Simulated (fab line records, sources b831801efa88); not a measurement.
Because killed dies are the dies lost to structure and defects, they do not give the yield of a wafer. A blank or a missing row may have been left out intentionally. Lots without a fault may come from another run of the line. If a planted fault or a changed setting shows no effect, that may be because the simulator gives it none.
The tool behind it: which one? + flow sky130 + 72 wafers from 24 lots sampled at 6 of the route's 708 steps

WHAT THE GAUGES SHOWED, per wafer
SKY_FIELD_ISO_THK_MEAS_02. Usual: for FIELD_ISO_OXIDATION_00_THK the level is 11.90 nm and the standard deviation is 0.23.
| lot  | measured    | on            | FIELD_ISO_OXIDATION_00_THK (nm) | flag |
|------|-------------|---------------|---------------------------------|------|
| L074 | day 1 11:38 | film metro-04 | 11.79 11.87 11.88               |      |
| L075 | day 1 19:15 | film metro-04 | 11.71 11.88 11.74               |      |
| L076 | day 1 22:40 | film metro-04 | 12.12 11.94 11.92               |      |
| L077 | day 2 03:52 | film metro-03 | 12.41 12.12 12.11               |      |
| L078 | day 2 09:32 | film metro-03 | 12.01 12.24 12.17               |      |
| L079 | day 2 13:45 | film metro-01 | 11.85 12.05 11.88               |      |
| L080 | day 2 17:50 | film metro-04 | 11.43 11.73 11.73               |      |
| L081 | day 3 00:01 | film metro-04 | 12.00 12.04 11.93               |      |
| L082 | day 3 04:28 | film metro-04 | 12.19 12.04 12.03               |      |
| L083 | day 3 08:38 | film metro-03 | 12.02 12.05 12.17               |      |
| L084 | day 3 13:38 | film metro-03 | 11.48 11.69 11.64               |      |
| L085 | day 3 20:40 | film metro-04 | 11.99 11.98 12.05               |      |
| L086 | day 4 01:04 | film metro-04 | 11.58 11.65 11.71               |      |
| L087 | day 4 05:38 | film metro-01 | 11.72 11.57 11.67               |      |
| L088 | day 4 10:59 | film metro-03 | 11.65 11.64 11.83               |      |
| L089 | day 4 14:59 | film metro-03 | 11.80 11.73 11.85               |      |
| L090 | day 4 19:39 | film metro-03 | 11.65 11.59 11.77               |      |
| L091 | day 5 00:39 | film metro-03 | 12.09 12.16 11.90               |      |
| L092 | day 5 05:38 | film metro-01 | 11.58 11.61 11.49               |      |
| L093 | day 5 10:38 | film metro-03 | 11.69 11.81 11.83               |      |
| L094 | day 5 16:34 | film metro-03 | 12.05 12.28 12.10               |      |
| L095 | day 5 22:16 | film metro-03 | 12.24 12.38 12.53               |      |
| L096 | day 6 01:38 | film metro-03 | 12.24 11.86 12.20               |      |
| L097 | day 6 07:26 | film metro-04 | 11.73 12.09 11.87               |      |

SKY_VIA1_RS_MEAS_22: measurement is done with a four-point probe. Usual: for VIA1_W_RS the level is 0.422 ohm/sq and the standard deviation is 0.0082.
| lot  | measured     | on            | VIA1_W_RS (ohm/sq) | flag |
|------|--------------|---------------|--------------------|------|
| L074 | day 34 07:17 | film metro-02 | 0.427 0.431 0.427  |      |
| L075 | day 34 21:04 | film metro-02 | 0.425 0.420 0.427  |      |
| L076 | day 34 23:12 | film metro-03 | 0.417 0.422 0.418  |      |
| L077 | day 35 00:51 | film metro-02 | 0.424 0.427 0.405  |      |
| L078 | day 35 08:47 | film metro-03 | 0.432 0.430 0.425  |      |
| L079 | day 35 22:55 | film metro-03 | 0.421 0.428 0.426  |      |
| L080 | day 36 09:04 | film metro-02 | 0.425 0.407 0.427  |      |
| L081 | day 36 20:59 | film metro-02 | 0.431 0.431 0.417  |      |
| L082 | day 37 00:46 | film metro-02 | 0.412 0.430 0.427  |      |
| L083 | day 37 03:11 | film metro-03 | 0.408 0.420 0.422  |      |
| L084 | day 37 12:35 | film metro-04 | 0.416 0.421 0.416  |      |
| L085 | day 37 15:54 | film metro-02 | 0.412 0.420 0.417  |      |
| L086 | day 37 22:22 | film metro-03 | 0.435 0.418 0.425  |      |
| L087 | day 38 07:58 | film metro-04 | 0.408 0.422 0.427  |      |
| L088 | day 38 18:11 | film metro-04 | 0.438 0.428 0.430  |      |
| L089 | day 39 01:01 | film metro-02 | 0.431 0.430 0.420  |      |
| L090 | day 39 04:02 | film metro-03 | 0.432 0.414 0.432  |      |
| L091 | day 39 12:55 | film metro-02 | 0.409 0.431 0.425  |      |
| L092 | day 39 13:35 | film metro-04 | 0.416 0.417 0.422  |      |
| L093 | day 39 22:27 | film metro-04 | 0.409 0.427 0.428  |      |
| L094 | day 40 07:07 | film metro-02 | 0.415 0.428 0.415  |      |
| L095 | day 41 01:39 | film metro-03 | 0.413 0.413 0.433  |      |
| L096 | day 41 03:20 | film metro-02 | 0.428 0.428 0.425  |      |
| L097 | day 41 03:44 | film metro-04 | 0.433 0.430 0.413  |      |

SKY_METAL3_OVL_MEAS_14. Usual: for METAL3_OVL the level is 3 nm and the standard deviation is 5.8.
| lot  | measured     | on         | METAL3_OVL (nm) | flag |
|------|--------------|------------|-----------------|------|
| L074 | day 38 18:58 | overlay-01 | -1 1 4          |      |
| L075 | day 39 08:35 | overlay-01 | 6 7 4           |      |
| L076 | day 39 12:22 | overlay-02 | 3 3 4           |      |
| L077 | day 39 12:23 | overlay-01 | 10 7 9          |      |
| L078 | day 39 19:14 | overlay-01 | 0 3 -4          |      |
| L079 | day 40 08:49 | overlay-01 | 2 -5 -1         |      |
| L080 | day 40 17:41 | overlay-02 | -3 -8 0         |      |
| L081 | day 41 05:57 | overlay-01 | 1 10 -1         |      |
| L082 | day 41 09:15 | overlay-02 | 1 0 -6          |      |
| L083 | day 41 10:31 | overlay-01 | 13 3 9          |      |
| L084 | day 41 19:50 | overlay-01 | 9 5 4           |      |
| L085 | day 41 23:22 | overlay-02 | 1 5 -4          |      |
| L086 | day 42 04:01 | overlay-02 | 5 3 7           |      |
| L087 | day 42 12:04 | overlay-02 | 4 2 -4          |      |
| L088 | day 42 23:49 | overlay-01 | 4 12 3          |      |
| L089 | day 43 06:30 | overlay-01 | 6 14 13         |      |
| L090 | day 43 07:34 | overlay-01 | -3 0 -6         |      |
| L091 | day 43 16:47 | overlay-02 | 10 12 10        |      |
| L092 | day 43 17:40 | overlay-02 | 7 -6 -5         |      |
| L093 | day 43 23:21 | overlay-02 | 0 6 0           |      |
| L094 | day 44 09:27 | overlay-02 | -6 -11 -6       |      |
| L095 | day 45 01:04 | overlay-01 | 9 5 13          |      |
| L096 | day 45 02:34 | overlay-02 | -3 -4 -4        |      |
| L097 | day 45 02:55 | overlay-01 | 2 13 9          |      |

SKY_VIA4_THK_MEAS_20: measures by xrf. Usual: for VIA4_W_THK the level is 528 nm and the standard deviation is 13.
| lot  | measured     | on            | VIA4_W_THK (nm) | flag |
|------|--------------|---------------|-----------------|------|
| L074 | day 43 01:55 | film metro-03 | 548 546 517     |      |
| L075 | day 43 12:50 | film metro-03 | 562 532 531     |      |
| L076 | day 43 16:35 | film metro-01 | 547 508 509     |      |
| L077 | day 43 18:01 | film metro-01 | 511 512 544     |      |
| L078 | day 44 00:49 | film metro-01 | 520 547 518     |      |
| L079 | day 44 12:38 | film metro-01 | 517 541 515     |      |
| L080 | day 44 22:25 | film metro-01 | 525 533 527     |      |
| L081 | day 45 06:52 | film metro-03 | 530 523 524     |      |
| L082 | day 45 13:11 | film metro-04 | 532 516 539     |      |
| L083 | day 45 14:01 | film metro-04 | 513 540 510     |      |
| L084 | day 45 21:40 | film metro-01 | 542 517 551     |      |
| L085 | day 45 21:49 | film metro-03 | 519 526 525     |      |
| L086 | day 46 03:30 | film metro-04 | 515 539 541     |      |
| L087 | day 46 11:19 | film metro-01 | 530 531 538     |      |
| L088 | day 46 21:41 | film metro-03 | 526 518 526     |      |
| L089 | day 47 05:22 | film metro-01 | 530 526 534     |      |
| L090 | day 47 06:01 | film metro-01 | 532 534 533     |      |
| L091 | day 47 12:47 | film metro-01 | 550 520 544     |      |
| L092 | day 47 13:06 | film metro-03 | 511 518 512     |      |
| L093 | day 47 18:51 | film metro-04 | 507 512 510     |      |
| L094 | day 48 03:41 | film metro-01 | 545 520 520     |      |
| L095 | day 48 16:28 | film metro-01 | 543 538 525     |      |
| L096 | day 48 18:20 | film metro-04 | 517 515 513     |      |
| L097 | day 48 19:14 | film metro-03 | 505 526 514     |      |

TOOL THAT RAN EACH LOT (tool first, then ch and the chambers of the sampled wafers, then the start)
| lot  | SKY_METAL2_DESCUM_17              | SKY_VIA2_SPUTTER_20          |
|------|-----------------------------------|------------------------------|
| L074 | rie metal-01 ch 0,1, day 35 10:31 | pvd sputter-01, day 36 14:52 |
| L075 | rie metal-04 ch 0,1, day 36 00:04 | pvd sputter-03, day 37 04:42 |
| L076 | rie metal-01 ch 0,1, day 36 02:27 | pvd sputter-03, day 37 06:56 |
| L077 | rie metal-01 ch 0,1, day 36 04:07 | pvd sputter-03, day 37 08:25 |
| L078 | rie metal-02 ch 0,1, day 36 11:46 | pvd sputter-03, day 37 15:38 |
| L079 | rie metal-02 ch 0,1, day 37 01:08 | pvd sputter-03, day 38 05:08 |
| L080 | rie metal-02 ch 0,1, day 37 11:09 | pvd sputter-03, day 38 14:51 |
| L081 | rie metal-04 ch 0,1, day 37 23:28 | pvd sputter-03, day 39 03:23 |
| L082 | rie metal-02 ch 0,1, day 38 02:31 | pvd sputter-03, day 39 06:05 |
| L083 | rie metal-02 ch 0,1, day 38 04:50 | pvd sputter-04, day 39 08:26 |
| L084 | rie metal-02 ch 0,1, day 38 14:29 | pvd sputter-03, day 39 18:07 |
| L085 | rie metal-02 ch 0,1, day 38 18:11 | pvd sputter-03, day 39 21:14 |
| L086 | rie metal-02 ch 0,1, day 39 00:37 | pvd sputter-01, day 40 03:14 |
| L087 | rie metal-02 ch 0,1, day 39 09:20 | pvd sputter-03, day 40 11:49 |
| L088 | rie metal-02 ch 0,1, day 39 20:23 | pvd sputter-03, day 40 23:27 |
| L089 | rie metal-02 ch 0,1, day 40 02:55 | pvd sputter-03, day 41 05:17 |
| L090 | rie metal-04 ch 0,1, day 40 05:21 | pvd sputter-04, day 41 07:23 |
| L091 | rie metal-02 ch 0,1, day 40 14:18 | pvd sputter-01, day 41 16:21 |
| L092 | rie metal-04 ch 0,1, day 40 15:50 | pvd sputter-01, day 41 18:13 |
| L093 | rie metal-04 ch 0,1, day 40 23:31 | pvd sputter-04, day 42 00:26 |
| L094 | rie metal-02 ch 0,1, day 41 08:11 | pvd sputter-01, day 42 09:32 |
| L095 | rie metal-02 ch 0,1, day 42 02:31 | pvd sputter-01, day 43 04:13 |
| L096 | rie metal-01 ch 0, day 42 03:48   | pvd sputter-01, day 43 05:23 |
| L097 | rie metal-02 ch 1, day 42 04:26   | pvd sputter-03, day 43 05:47 |
- SKY_METAL2_DESCUM_17: chemistry O2, time 8 s.
- SKY_VIA2_SPUTTER_20: material TiN, target thk 20 nm, time 80 s.

AS READ BY THE TOOLS THEMSELVES (means over the sampled wafers that have a number; for cases with no such wafer, the mark the record gives instead)
SKY_METAL2_DESCUM_17. Usual: drypump motor current A 5.61 A, standard deviation 0.28; oes product au 0.996 a.u., standard deviation 0.008; temp c 40.03 C, standard deviation 0.12.
| lot  | tool         | drypump motor current A (A) | oes product au (a.u.) | temp c (C) | flag |
|------|--------------|-----------------------------|-----------------------|------------|------|
| L074 | rie metal-01 | 5.63                        | 0.998                 | 40.00      |      |
| L075 | rie metal-04 | 5.47                        | 0.996                 | 40.02      |      |
| L076 | rie metal-01 | 5.26                        | 1.001                 | 39.98      |      |
| L077 | rie metal-01 | 5.61                        | 1.011                 | 40.00      |      |
| L078 | rie metal-02 | 5.74                        | 0.995                 | 40.20      |      |
| L079 | rie metal-02 | 5.75                        | 0.995                 | 40.00      |      |
| L080 | rie metal-02 | 5.69                        | 1.001                 | 40.03      |      |
| L081 | rie metal-04 | 5.57                        | 0.992                 | 40.11      |      |
| L082 | rie metal-02 | 5.75                        | 0.991                 | 40.09      |      |
| L083 | rie metal-02 | 5.68                        | 0.994                 | 40.03      |      |
| L084 | rie metal-02 | 5.75                        | 0.994                 | 39.94      |      |
| L085 | rie metal-02 | 5.74                        | 0.991                 | 40.17      |      |
| L086 | rie metal-02 | 5.68                        | 0.991                 | 40.02      |      |
| L087 | rie metal-02 | 5.69                        | 0.995                 | 40.05      |      |
| L088 | rie metal-02 | 5.70                        | 0.997                 | 39.89      |      |
| L089 | rie metal-02 | 5.69                        | 0.985                 | 40.03      |      |
| L090 | rie metal-04 | 5.47                        | 0.990                 | 39.96      |      |
| L091 | rie metal-02 | 5.74                        | 0.994                 | 40.07      |      |
| L092 | rie metal-04 | 5.57                        | 0.997                 | 40.03      |      |
| L093 | rie metal-04 | 5.57                        | 0.995                 | 40.14      |      |
| L094 | rie metal-02 | 5.69                        | 0.997                 | 40.04      |      |
| L095 | rie metal-02 | 5.74                        | 1.004                 | 40.08      |      |
| L096 | rie metal-01 | 4.90                        | 1.005                 | 39.99      |      |
| L097 | rie metal-02 | 5.79                        | 0.986                 | 39.78      |      |

SKY_VIA2_SPUTTER_20. Usual: throttle valve pct at 30.1 %, with a standard deviation of 1.2.
| lot  | tool           | throttle valve pct (%) | flag |
|------|----------------|------------------------|------|
| L074 | pvd sputter-01 | 30.3                   |      |
| L075 | pvd sputter-03 | 29.4                   |      |
| L076 | pvd sputter-03 | 30.9                   |      |
| L077 | pvd sputter-03 | 30.4                   |      |
| L078 | pvd sputter-03 | 31.1                   |      |
| L079 | pvd sputter-03 | 30.3                   |      |
| L080 | pvd sputter-03 | 30.9                   |      |
| L081 | pvd sputter-03 | 30.6                   |      |
| L082 | pvd sputter-03 | 30.6                   |      |
| L083 | pvd sputter-04 | 29.7                   |      |
| L084 | pvd sputter-03 | 30.6                   |      |
| L085 | pvd sputter-03 | 29.5                   |      |
| L086 | pvd sputter-01 | 31.0                   |      |
| L087 | pvd sputter-03 | 30.4                   |      |
| L088 | pvd sputter-03 | 30.4                   |      |
| L089 | pvd sputter-03 | 30.3                   |      |
| L090 | pvd sputter-04 | 28.9                   |      |
| L091 | pvd sputter-01 | 30.3                   |      |
| L092 | pvd sputter-01 | 31.6                   |      |
| L093 | pvd sputter-04 | 29.1                   |      |
| L094 | pvd sputter-01 | 30.1                   |      |
| L095 | pvd sputter-01 | 30.6                   |      |
| L096 | pvd sputter-01 | 29.9                   |      |
| L097 | pvd sputter-03 | 29.4                   |      |

THE ANSWER, worked out from the rows above alone
Rule: take the mean of a lot's wafers that have a number; if it is more than 3 standard deviations from the usual mean, the lot is off. A lot without any number at a reading at which 4 lots or more have one is off too. Any other lot the step has rows for is counted as sound. The gauges are gone through in route order, then the tools' own readings, and for those a lot's mean is taken as printed above. The first step at which some lot is off is used, and at that step the reading that is off furthest; a lot without a number counts as furthest.
No lot is off at any reading shown: from this, nothing can be told.

WHAT WAS PUT IN BY THE SIMULATOR
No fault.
